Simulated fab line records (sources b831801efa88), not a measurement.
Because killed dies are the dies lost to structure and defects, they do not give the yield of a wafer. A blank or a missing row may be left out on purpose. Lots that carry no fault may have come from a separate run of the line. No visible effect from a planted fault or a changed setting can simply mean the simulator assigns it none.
Struck lot and sound lot, side by side ; flow sky130 ; 15 out of 708 route steps
Sound: these wafers, L354.1, L354.4, L354.5. Wafers struck: L370.1, L370.3, L370.4. At the end, the cause is stated.
For every step that has rows: the tool of each side, followed by ch and its chambers, followed by its first start. Under that, the readings that differ: sound wafers ; struck wafers ; difference of the means ; sigmas: that difference in standard deviations of wafers without a fault.
alike: a reading whose means differ by less than 2 such deviations, as well as words and numbers matching on both sides. not compared: withheld readings; readings where some wafer has no value; bounds like >300 that might hide an equal value; numbers whose values overlap and for which the record gives no deviation.
Wherever a step has rows on one side only, a row that says differs or no value, or a row with sigmas, the two part there. Numbers that don't overlap but have no deviation are shown without sigmas and don't part them. Lack of a reading on every wafer of one side parts them only where that side has two or more wafers.

SKY_RES_XHIGH_STRIP_08: strips in O2/N2.
  sound on plasma_asher-03 ch 0,1, day 28 22:57; struck on plasma_asher-02 ch 0,1, day 34 08:28
  alike: chamber_pressure_mTorr, drypump_motor_current_A, oes_product_au, strip_time_to_endpoint_s
  not compared: rf_hours_counter_h
SKY_RES_XHIGH_TW_MEAS_09:
  sound: film_metro-03 at day 28 23:03; struck: film_metro-03 at day 34 08:34
  alike: RES_XHIGH_TW
then, 7 steps without rows for these wafers: SKY_SD_N_DEHYDRATE_00 (time 60 s); SKY_SD_N_HMDS_01 (prime time 60 s); SKY_SD_N_COAT_02 (resist thk 1140 nm); SKY_SD_N_SOFTBAKE_03 (time 60 s); SKY_SD_N_EXPOSE_04 (exposes mask NSDM, target cd 380 nm); SKY_SD_N_PEB_05; SKY_SD_N_DEVELOP_06 (develop time 60 s).
SKY_SD_N_CD_MEAS_07: target cd 380 nm.
  sound: cd_sem-01 at day 30 03:07; struck: cd_sem-02 at day 35 10:25
reading;sound;struck;difference;sigmas
cd_nm (nm);379.3 379.6 376.2;383.6 386.7 385.6;+6.9;+3
SKY_SD_N_OVL_MEAS_08:
  sound: overlay-02 at day 30 03:14; struck: overlay-02 at day 35 10:32
  alike: SD_N_OVL
following that, these wafers have no rows for 1 step: SKY_SD_N_IMPLANT_09.
SKY_SD_N_IMPLANT_10:
  sound on implanter-01 ch 0, day 30 03:25; struck on implanter-01 ch 0, day 35 10:43
reading;sound;struck;difference;sigmas
beam_energy_keV;19.993 19.990 19.997;19.318 19.315 19.323;-0.675;-99 or more
model.implant.drp_nm (nm);13 13 13;12.73 12.73 12.73;-0.27;
SKY_SD_N_STRIP_11: strips in O2/N2.
  sound on plasma_asher-03 ch 0,1, day 30 03:34; struck on plasma_asher-04 ch 0,1, day 35 10:52
  alike: chamber_pressure_mTorr, drypump_motor_current_A, oes_product_au, strip_time_to_endpoint_s
  not compared: rf_hours_counter_h
following that, these wafers have no rows for 1 step: SKY_PAD_OPEN_PROBE_99.

## WHERE THEY PART
First at SKY_SD_N_CD_MEAS_07; last, within this record, at SKY_SD_N_IMPLANT_10. Later steps at which nothing parts them and some readings are alike: SKY_SD_N_STRIP_11.

WHY: whatever the simulator had introduced
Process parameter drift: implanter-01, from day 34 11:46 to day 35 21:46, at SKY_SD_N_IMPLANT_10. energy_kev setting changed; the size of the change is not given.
